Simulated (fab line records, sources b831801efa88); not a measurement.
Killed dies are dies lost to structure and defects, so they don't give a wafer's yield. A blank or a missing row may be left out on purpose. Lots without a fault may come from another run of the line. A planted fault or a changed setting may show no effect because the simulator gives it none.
fab line records | flow sfq_line
record lots=6 wafers=18 last_day=81
route steps=325 shown INCOMING@1 L0@3 L0V@16 M0@28 M8@325
lots that met no fault: from a run of the same line without faults
start_h: hours from the record's first day to the start of the lot's first wafer shown | wait_h: hours since the lot's step before | " the same as in the row above | L1.1+2: a row that stands for several wafers | - no value, or no start given | * or withheld: withheld | < > ~ a bound
route shown NAME@n: a module of which the file shows steps, and the number in the route of the first | usual: mean/standard deviation of fault-free wafers | same: alike in all rows | chamber/n: place in a boat | sites: the reading at each site | _std_site: their standard deviation | _edge_site: outer sites' mean less inner sites' | radius_mm: how far each site lies from the wafer's centre | mask NAME#n: copy n | behind: the tool/chamber that last shaped the wafer | hold: why the lot was held/for how many hours/how that ended | device: the transistor (n, p or np) that didn't switch | end of line: the same wafers' tests at the end of the route | a step without rows: its recipe alone | killed: dies lost to structure and defects at the first sort, not the wafer's yield | map: a wafer's dies, x killed, . not, _ none there
set.NAME: the setting as run; set.NAME@STEP: as run at that earlier step | model.NAME: the simulator's own value behind a step, which no gauge read
lots at some steps of the route; a table a step, a row a wafer
services: from which hour (start_h, from the record's first day; less than 0 if before it) a tool's chamber was out of use, for how many hours, and why
## steps
# step SFQ_INCOMING_BOW_MEAS_900
# recipe mode=bow
# usual INCOMING_BOW=0/6.6
# columns lot.wafer tool chamber start_h wait_h INCOMING_BOW[um]
L928.3 film_metro-02 - 35.04 - -6
L928.4 " - " " 3
L928.6 " - " " -2
L935.1 film_metro-03 - 70.00 - 7
L935.4 " - " " -2
L935.6 " - " " 11
L936.2 film_metro-02 - 75.02 - 4
L936.5 " - " " -4
L936.6 " - " " 6
L937.2 film_metro-04 - 80.02 - -2
L937.3 " - " " -2
L937.5 " - " " -3
L938.1 film_metro-04 - 85.00 - 10
L938.3 " - " " -15
L938.5 " - " " 9
L939.1 film_metro-04 - 90.10 - -5
L939.2 " - " " 1
L939.5 " - " " 10
# step SFQ_TRILAYER_INCOMING_OXIDATION_002
# recipe temp_c=1000 ambient=H2O target_thk_a=5000 p_h2o_torr=720 ox_time_s=4939
# step SFQ_TRILAYER_L0_DEP_SPUTTER_003
# recipe material=MoNx_KI base_pressure_pa=1.33e-06 target_thk_nm=40 power_w=800 time_s=100 chamber_pressure_pa=0.4126
# usual base_pressure_pa=1.35e-06/1.2e-07 throttle_valve_pct=29.7/0.86
# columns lot.wafer tool chamber start_h wait_h base_pressure_pa throttle_valve_pct model.MoNx_KI_of_TRILAYER_L0_DEP_SPUTTER_003.thk_nm
L928.3 pvd_sputter-05 - 37.49 0.0 1.23e-06 30.2 39.82
L928.4 " - " " 1.38e-06 29.8 40.19
L928.6 " - " " 1.34e-06 29.7 40.29
L935.1 pvd_sputter-06 - 72.49 0.0 1.33e-06 29.0 40.09
L935.4 " - " " 1.34e-06 30.7 40.02
L935.6 " - " " 1.42e-06 30.5 39.84
L936.2 pvd_sputter-06 - 77.49 0.0 1.48e-06 30.5 51.18
L936.5 " - " " 1.27e-06 30.3 51.47
L936.6 " - " " 1.05e-06 28.6 51.22
L937.2 pvd_sputter-03 - 82.49 0.0 1.03e-06 29.7 40.91
L937.3 " - " " 1.28e-06 28.8 40.56
L937.5 " - " " 1.34e-06 28.6 40.31
L938.1 pvd_sputter-03 - 87.49 0.0 1.31e-06 28.9 39.96
L938.3 " - " " 1.22e-06 30.4 39.63
L938.5 " - " " 1.48e-06 29.8 40.06
L939.1 pvd_sputter-06 - 92.59 0.0 1.42e-06 28.9 51.47
L939.2 " - " " 1.31e-06 28.1 51.24
L939.5 " - " " 1.38e-06 29.0 51.31
# step SFQ_L0_RS_MEAS_901
# recipe thk_meas_gauge=four-point-probe reads=MoNx_KI_of_TRILAYER_L0_DEP_SPUTTER_003
# usual L0_MONX_KI_RS=43.5/0.4
# columns lot.wafer tool chamber start_h wait_h hold L0_MONX_KI_RS[ohm/sq]
L928.3 film_metro-03 - 37.60 0.1 - 43.7
L928.4 " - " " - 43.2
L928.6 " - " " - 43.1
L935.1 film_metro-02 - 72.61 0.1 - 43.3
L935.4 " - " " - 43.4
L935.6 " - " " - 43.6
L936.2 film_metro-02 - 77.58 0.1 await_dispo/0.2h/release 33.9
L936.5 " - " " await_dispo/0.2h/release 33.8
L936.6 " - " " await_dispo/0.2h/release 34.0
L936.2 film_metro-02 - 77.87 0.3 - 33.9
L936.5 " - " " - 33.8
L936.6 " - " " - 33.9
L937.2 film_metro-02 - 82.64 0.1 - 42.5
L937.3 " - " " - 42.8
L937.5 " - " " - 43.1
L938.1 film_metro-01 - 87.79 0.3 - 43.7
L938.3 " - " " - 44.0
L938.5 " - " " - 43.4
L939.1 film_metro-03 - 92.67 0.0 await_dispo/0.2h/release 33.8
L939.2 " - " " await_dispo/0.2h/release 34.0
L939.5 " - " " await_dispo/0.2h/release 33.9
L939.1 film_metro-03 - 92.95 0.3 - 33.8
L939.2 " - " " - 34.0
L939.5 " - " " - 33.9
# step SFQ_L0_THK_MEAS_902
# recipe thk_meas_gauge=xrf reads=MoNx_KI_of_TRILAYER_L0_DEP_SPUTTER_003
# usual L0_MONX_KI_THK=39.7/0.38
# columns lot.wafer tool chamber start_h wait_h hold L0_MONX_KI_THK[nm]
L928.3 film_metro-03 - 37.70 0.1 - 39.7
L928.4 " - " " - 40.1
L928.6 " - " " - 40.1
L935.1 film_metro-02 - 72.73 0.1 - 39.8
L935.4 " - " " - 39.6
L935.6 " - " " - 39.5
L936.2 film_metro-02 - 80.70 2.8 await_dispo/0.2h/release 50.6
L936.5 " - " " await_dispo/0.2h/release 51.0
L936.6 " - " " await_dispo/0.2h/release 50.9
L936.2 film_metro-02 - 80.93 0.2 - 50.9
L936.5 " - " " - 51.1
L936.6 " - " " - 50.7
L937.2 film_metro-02 - 82.75 0.1 - 40.5
L937.3 " - " " - 40.3
L937.5 " - " " - 40.0
L938.1 film_metro-01 - 87.91 0.1 - 39.8
L938.3 " - " " - 39.3
L938.5 " - " " - 40.0
L939.1 film_metro-01 - 98.68 5.7 await_dispo/0.2h/release 51.4
L939.2 " - " " await_dispo/0.2h/release 50.9
L939.5 " - " " await_dispo/0.2h/release 50.7
L939.1 film_metro-01 - 100.09 1.4 - 50.9
L939.2 " - " " - 50.7
L939.5 " - " " - 50.8
# step SFQ_TRILAYER_L0_LITHO_COAT_005
# recipe resist=KrF spin_rpm=3000 resist_thk_nm=600
# step SFQ_TRILAYER_L0_LITHO_SOFTBAKE_009
# recipe temp_c=withheld time_s=withheld resist=KrF
# step SFQ_TRILAYER_L0_LITHO_EXPOSE_006
# recipe mask_id=L0 na=0.6 source_shape=conventional sigma_outer=0.65 target_cd_nm=2000 dose_mj=14.4
# step SFQ_TRILAYER_L0_LITHO_PEB_008
# recipe peb_temp_c=115 peb_time_s=60 resist=KrF
# step SFQ_TRILAYER_L0_LITHO_DEVELOP_007
# recipe time_s=60 resist=KrF
# step SFQ_TRILAYER_L0_BARC_OPEN_METAL_ETCH_010
# recipe mask_material=PR chemistry=O2 target_depth_nm=125 target=BARC icp_w=600 bias_w=80 pressure_mtorr=10 time_s=41.7
# usual drypump_motor_current_A=5.3/0.36 oes_product_au=0.685/0.0046 rf_fwd_power_W=594.0/2.7
# columns lot.wafer tool chamber start_h wait_h drypump_motor_current_A oes_product_au rf_fwd_power_W rf_hours_counter_h
L928.3 rie_metal-03 0 62.44 0.1 4.8 0.685 593.7 -
L928.4 " 1 " " 5.7 0.686 598.2 -
L928.6 " 0 " " 4.8 0.690 594.3 -
L935.1 rie_metal-01 0 99.29 0.1 5.2 0.675 592.5 60
L935.4 " 0 " " 5.2 0.677 594.2 -
L935.6 " 1 " " 5.6 0.690 596.8 -
L936.2 rie_metal-01 1 105.29 0.1 5.6 0.680 598.3 33
L936.5 " 1 " " 5.6 0.687 594.9 -
L936.6 " 0 " " 5.2 0.688 592.6 -
L937.2 rie_metal-01 0 111.29 0.1 5.2 0.690 594.7 62
L937.3 " 1 " " 5.7 0.689 597.3 -
L937.5 " 0 " " 5.2 0.687 595.9 -
L938.1 rie_metal-01 1 114.89 0.1 5.6 0.690 591.4 35
L938.3 " 1 " " 5.6 0.680 594.6 -
L938.5 " 1 " " 5.6 0.679 593.4 -
L939.1 rie_metal-03 1 119.69 0.1 5.8 0.678 594.5 12
L939.2 " 0 " " 4.8 0.686 589.5 164
L939.5 " 0 " " 4.8 0.684 591.9 -
# step SFQ_TRILAYER_L0_ETCH_METAL_ETCH_008
# recipe target=MoNx_KI stop_on=SiO2 mask_material=PR chemistry=SF6/O2 target_depth_nm=50 icp_w=600 bias_w=80 pressure_mtorr=10 time_s=25
# usual drypump_motor_current_A=5.3/0.36 oes_product_au=0.874/0.0061 rf_fwd_power_W=592/3
# columns lot.wafer tool chamber start_h wait_h drypump_motor_current_A oes_product_au rf_fwd_power_W rf_hours_counter_h
L928.3 rie_metal-03 0 62.49 0.0 4.8 0.876 589 -
L928.4 " 1 " " 5.8 0.877 597 -
L928.6 " 0 " " 4.8 0.877 587 -
L935.1 rie_metal-01 0 99.35 0.0 5.2 0.871 594 60
L935.4 " 0 " " 5.2 0.873 593 -
L935.6 " 1 " " 5.6 0.879 593 -
L936.2 rie_metal-01 1 105.35 0.0 5.6 0.995 597 33
L936.5 " 1 " " 5.6 0.996 594 -
L936.6 " 0 " " 5.2 1.002 593 -
L937.2 rie_metal-01 0 111.35 0.0 5.2 0.878 592 62
L937.3 " 1 " " 5.6 0.883 593 -
L937.5 " 0 " " 5.2 0.871 594 -
L938.1 rie_metal-01 1 114.95 0.0 5.6 0.874 596 35
L938.3 " 1 " " 5.6 0.876 593 -
L938.5 " 1 " " 5.6 0.879 596 -
L939.1 rie_metal-03 1 119.75 0.0 5.8 1.001 597 12
L939.2 " 0 " " 4.8 1.002 588 164
L939.5 " 0 " " 4.8 1.007 590 -
# step SFQ_TRILAYER_L0_STRIP_STRIP_009
# recipe gas=O2 power_w=200 platen_temp_c=40 overash_fraction=0.65 chemistry=O2 pressure_mtorr=50
# usual drypump_motor_current_A=5.3/0.35 oes_product_au=1.006/0.0076
# same overash_fraction=0.65
# columns lot.wafer tool chamber start_h wait_h drypump_motor_current_A oes_product_au rf_hours_counter_h
L928.3 rie_metal-03 0 62.72 0.2 4.8 1.017 -
L928.4 " 1 " " 5.7 1.010 -
L928.6 " 0 " " 4.8 1.013 -
L935.1 rie_metal-01 0 99.40 0.0 5.2 1.004 60
L935.4 " 0 " " 5.2 1.006 -
L935.6 " 1 " " 5.6 1.001 -
L936.2 rie_metal-01 1 105.40 0.0 5.6 1.005 33
L936.5 " 1 " " 5.6 1.001 -
L936.6 " 0 " " 5.2 1.005 -
L937.2 rie_metal-01 0 111.40 0.0 5.2 0.998 62
L937.3 " 1 " " 5.6 0.997 -
L937.5 " 0 " " 5.2 0.996 -
L938.1 rie_metal-01 1 115.00 0.0 5.6 0.993 35
L938.3 " 1 " " 5.6 1.009 -
L938.5 " 1 " " 5.6 1.006 -
L939.1 rie_metal-03 1 119.80 0.0 5.8 1.012 12
L939.2 " 0 " " 4.8 1.005 164
L939.5 " 0 " " 4.8 1.012 -
# step SFQ_TRILAYER_L0_STRIP_SOLV_CLEAN_010
# recipe chemistry=NMP temp_c=70 time_s=600
# step SFQ_TRILAYER_L0_CAP_PECVD_011
# recipe material=SiO2 temp_c=150 time_s=13.333 pressure_torr=2.4 rf_w=183.3 precursor=SiH4/N2O target_thk_nm=60
# step SFQ_TRILAYER_L0_VIA_LITHO_COAT_018
# recipe resist=BARC spin_rpm=3000 resist_thk_nm=62
# step SFQ_TRILAYER_L0_VIA_LITHO_COAT_013
# recipe resist=KrF spin_rpm=3063 resist_thk_nm=650
# step SFQ_TRILAYER_L0_VIA_LITHO_SOFTBAKE_017
# recipe temp_c=withheld time_s=withheld resist=KrF
# step SFQ_TRILAYER_L0_VIA_LITHO_EXPOSE_014
# recipe mask_id=L0V na=0.6 source_shape=conventional sigma_outer=0.65 target_cd_nm=700 dose_mj=21.3
# step SFQ_TRILAYER_L0_VIA_LITHO_PEB_016
# recipe peb_temp_c=115 peb_time_s=60 resist=KrF
# step SFQ_TRILAYER_L0_VIA_LITHO_DEVELOP_015
# recipe time_s=60 resist=KrF
# step SFQ_L0V_OVL_MEAS_903
# usual L0V_OVL=-1/4.9
# columns lot.wafer tool chamber start_h wait_h L0V_OVL[nm]
L928.3 overlay-02 - 131.89 0.1 -7
L928.4 " - " " 0
L928.6 " - " " -3
L935.1 overlay-02 - 179.71 0.1 0
L935.4 " - " " 3
L935.6 " - " " 0
L936.2 overlay-02 - 184.51 0.1 -4
L936.5 " - " " -2
L936.6 " - " " 4
L937.2 overlay-01 - 191.71 0.1 -3
L937.3 " - " " -1
L937.5 " - " " 1
L938.1 overlay-01 - 196.51 0.1 -10
L938.3 " - " " -8
L938.5 " - " " -4
L939.1 overlay-01 - 198.91 0.1 -2
L939.2 " - " " -7
L939.5 " - " " -7
# step SFQ_TRILAYER_L0_VIA_BARC_OPEN_VIA_ETCH_021
# recipe mask_material=PR chemistry=O2 target_depth_nm=125 target=BARC source_w=500 bias_w=80 pressure_mtorr=30 time_s=41.7
# step SFQ_TRILAYER_L0_VIA_ETCH_VIA_ETCH_016
# recipe target=SiO2 stop_on=MoNx_KI mask_material=PR chemistry=CHF3 target_depth_nm=80 source_w=500 bias_w=80 pressure_mtorr=30 time_s=withheld
# usual drypump_motor_current_A=5.9/0.32 oes_product_au=0.843/0.0077 rf_fwd_power_W=495.1/2
# columns lot.wafer tool chamber start_h wait_h drypump_motor_current_A oes_product_au rf_fwd_power_W
L928.3 rie_diel-03 1 131.95 0.0 5.6 0.847 494.3
L928.4 " 2 " " 6.2 0.851 494.3
L928.6 " 1 " " 5.6 0.857 493.4
L935.1 rie_diel-03 1 179.78 0.0 5.6 0.846 492.4
L935.4 " 0 " " 5.9 0.850 497.5
L935.6 " 2 " " 6.2 0.856 493.5
L936.2 rie_diel-03 2 184.58 0.0 6.2 0.831 497.4
L936.5 " 2 " " 6.2 0.839 494.6
L936.6 " 1 " " 5.6 0.841 493.7
L937.2 rie_diel-01 2 191.78 0.0 5.6 0.829 495.5
L937.3 " 3 " " 5.7 0.828 491.9
L937.5 " 2 " " 5.6 0.840 495.6
L938.1 rie_diel-03 3 196.58 0.0 6.1 0.841 493.7
L938.3 " 2 " " 6.2 0.838 495.6
L938.5 " 3 " " 6.1 0.854 492.6
L939.1 rie_diel-01 3 198.98 0.0 5.7 0.843 494.0
L939.2 " 1 " " 5.6 0.842 496.0
L939.5 " 3 " " 5.6 0.856 493.3
# step SFQ_TRILAYER_L0_VIA_STRIP_STRIP_017
# recipe gas=O2 power_w=200 platen_temp_c=40 overash_fraction=0.65 chemistry=O2 pressure_mtorr=50
# usual drypump_motor_current_A=5.3/0.32 oes_product_au=1.002/0.0093
# same overash_fraction=0.65
# columns lot.wafer tool chamber start_h wait_h drypump_motor_current_A oes_product_au rf_hours_counter_h
L928.3 rie_metal-02 0 132.20 - 5.3 0.998 -
L928.4 " 1 " " 5.3 0.990 -
L928.6 " 1 " " 5.3 0.996 -
L935.1 rie_metal-03 1 179.83 - 5.8 1.010 22
L935.4 " 1 " " 5.8 1.000 -
L935.6 " 1 " " 5.7 1.018 -
L936.2 rie_metal-02 1 184.63 - 5.2 0.996 101
L936.5 " 0 " " 5.3 1.000 -
L936.6 " 1 " " 5.3 0.996 -
L937.2 rie_metal-02 0 191.83 - 5.3 0.991 53
L937.3 " 0 " " 5.3 0.980 -
L937.5 " 0 " " 5.3 0.994 -
L938.1 rie_metal-03 0 196.63 - 4.8 1.015 177
L938.3 " 1 " " 5.7 1.008 -
L938.5 " 0 " " 4.8 1.004 -
L939.1 rie_metal-02 0 199.03 - 5.3 0.989 54
L939.2 " 1 " " 5.3 0.995 103
L939.5 " 1 " " 5.3 0.999 -
# step SFQ_TRILAYER_L0_VIA_STRIP_SOLV_CLEAN_018
# recipe chemistry=NMP temp_c=70 time_s=600
# step SFQ_TRILAYER_M0_DEP_PRE_CLEAN_020
# recipe gas=Ar time_s=15 bias_v=250
# step SFQ_TRILAYER_M0_DEP_SPUTTER_019
# recipe material=Nb base_pressure_pa=1.33e-06 chamber_pressure_pa=0.1333 substrate_temp_c=20 resputter_cathode_voltage_v=400 target_thk_nm=200 power_w=1958 time_s=133.3
# usual base_pressure_pa=1.34e-06/8.5e-08 throttle_valve_pct=30.0/0.85
# columns lot.wafer tool chamber start_h wait_h base_pressure_pa throttle_valve_pct
L928.3 pvd_sputter-03 - 132.80 0.0 1.36e-06 30.1
L928.4 " - " " 1.32e-06 30.6
L928.6 " - " " 1.13e-06 29.6
L935.1 pvd_sputter-04 - 180.63 0.0 1.19e-06 30.6
L935.4 " - " " 1.32e-06 28.6
L935.6 " - " " 1.49e-06 30.4
L936.2 pvd_sputter-04 - 185.43 0.0 1.33e-06 30.7
L936.5 " - " " 1.41e-06 30.8
L936.6 " - " " 1.33e-06 30.7
L937.2 pvd_sputter-04 - 192.63 0.0 1.35e-06 30.8
L937.3 " - " " 1.35e-06 30.9
L937.5 " - " " 1.22e-06 30.4
L938.1 pvd_sputter-03 - 197.43 0.0 1.36e-06 30.2
L938.3 " - " " 1.22e-06 29.8
L938.5 " - " " 1.28e-06 30.4
L939.1 pvd_sputter-03 - 199.83 0.0 1.22e-06 28.8
L939.2 " - " " 1.16e-06 29.7
L939.5 " - " " 1.27e-06 30.3
# step SFQ_M0_RS_MEAS_904
# recipe thk_meas_gauge=four-point-probe reads=Nb_of_TRILAYER_M0_DEP_SPUTTER_019
# usual M0_NB_RS=0.911/0.0088
# columns lot.wafer tool chamber start_h wait_h M0_NB_RS[ohm/sq]
L928.3 film_metro-01 - 132.93 0.1 0.900
L928.4 " - " " 0.912
L928.6 " - " " 0.909
L935.1 film_metro-04 - 180.72 0.0 0.892
L935.4 " - " " 0.905
L935.6 " - " " 0.900
L936.2 film_metro-01 - 185.54 0.1 0.923
L936.5 " - " " 0.918
L936.6 " - " " 0.922
L937.2 film_metro-01 - 192.74 0.1 0.903
L937.3 " - " " 0.904
L937.5 " - " " 0.905
L938.1 film_metro-01 - 197.52 0.0 0.923
L938.3 " - " " 0.920
L938.5 " - " " 0.924
L939.1 film_metro-04 - 199.92 0.0 0.897
L939.2 " - " " 0.907
L939.5 " - " " 0.909
# step SFQ_TRILAYER_M0_LITHO_COAT_026
# recipe resist=BARC spin_rpm=3000 resist_thk_nm=62
# step SFQ_M8_BOW_MEAS_951
# recipe mode=bow
# usual M8_BOW=8/9.6
# columns lot.wafer tool chamber start_h wait_h M8_BOW[um] model.etest.l0.ohm_sq model.etest.l0v.link_ohm model.etest.l0.ohm_um
L928.3 film_metro-03 - 1672.26 0.0 10 43.71 44.64 21.84
L928.4 " - " " 19 43.31 44.25 21.64
L928.6 " - " " 16 43.2 44.14 21.59
L935.1 film_metro-01 - 1944.52 0.0 9 43.42 44.34 21.71
L935.4 " - " " 1 43.49 44.43 21.75
L935.6 " - " " 14 43.69 44.62 21.84
L936.2 film_metro-01 - 1948.14 0.0 26 34.01 34.96 17
L936.5 " - " " 18 33.81 34.76 16.9
L936.6 " - " " 27 33.98 34.93 16.98
L937.2 film_metro-04 - 1950.80 0.0 7 42.54 43.47 21.3
L937.3 " - " " 7 42.91 43.84 21.48
L937.5 " - " " 5 43.17 44.1 21.6
L938.1 film_metro-03 - 1953.18 0.0 3 43.55 44.5 21.79
L938.3 " - " " -22 43.91 44.86 22
L938.5 " - " " 0 43.45 44.4 21.74
L939.1 film_metro-01 - 1955.58 0.0 0 33.82 34.74 16.9
L939.2 " - " " 5 33.97 34.91 16.98
L939.5 " - " " 14 33.92 34.85 16.95
## services
# columns tool chamber start_h hours kind
pvd_sputter-05 - 14.36 6.4 repair
rie_metal-03 1 33.16 - clean
rie_metal-03 1 33.16 - consumable_replace:focus_ring
rie_metal-03 1 33.16 15.3 scheduled_down
rie_metal-03 1 33.16 15.3 vent_cycle
pvd_sputter-04 - 48.03 8.4 repair
pvd_sputter-04 - 59.60 6.3 repair
rie_diel-03 2 59.62 5.0 repair
pvd_sputter-04 - 88.12 5.7 repair
pvd_sputter-06 - 93.25 4.6 repair
pvd_sputter-03 - 94.26 5.1 repair
pvd_sputter-05 3 100.30 - consumable_replace:kit
pvd_sputter-05 3 100.30 18.0 scheduled_down
pvd_sputter-05 - 106.23 12.8 repair
pvd_sputter-04 - 107.79 1.8 repair
pvd_sputter-05 - 121.52 3.6 repair
rie_diel-03 0 131.44 16.1 repair
rie_diel-01 - 149.05 0.6 repair
rie_metal-01 - 183.82 4.3 pm
pvd_sputter-04 1 183.99 - consumable_replace:kit
pvd_sputter-04 1 183.99 18.0 scheduled_down
pvd_sputter-04 1 183.99 18.0 vent_cycle
rie_metal-03 1 185.83 1.6 repair
rie_diel-03 - 191.62 2.8 pm
## key
first_sign step=SFQ_L0_RS_MEAS_901 reading=visit direction=added
effect step=SFQ_L0_RS_MEAS_901 reading=L0_MONX_KI_RS direction=down sigmas=24 usual=43.5 struck=33.9
effect step=SFQ_L0_THK_MEAS_902 reading=visit direction=added
effect step=SFQ_L0_THK_MEAS_902 reading=L0_MONX_KI_THK direction=up sigmas=29 usual=39.7 struck=50.9
effect step=SFQ_TRILAYER_L0_ETCH_METAL_ETCH_008 reading=oes_product_au direction=up sigmas=21 usual=0.874 struck=1.000
model_effect step=SFQ_TRILAYER_L0_DEP_SPUTTER_003 value=MoNx_KI_of_TRILAYER_L0_DEP_SPUTTER_003.thk_nm without=40 struck=51.31
model_effect step=SFQ_M8_BOW_MEAS_951 value=etest.l0.ohm_sq without=43.51 struck=33.92
met_at SFQ_TRILAYER_L0_DEP_SPUTTER_003
struck_wafers L936.2,L936.5,L936.6,L939.1,L939.2,L939.5
onset_between 72.49 77.49
fault kind=process_parameter_drift tool=pvd_sputter-06 chamber=- onset_h=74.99 steps=SFQ_TRILAYER_L0_DEP_SPUTTER_003 channel=target_thk_nm offset=11.316 shape=step end_h=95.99 acts_in=these_recipes_only stated=40
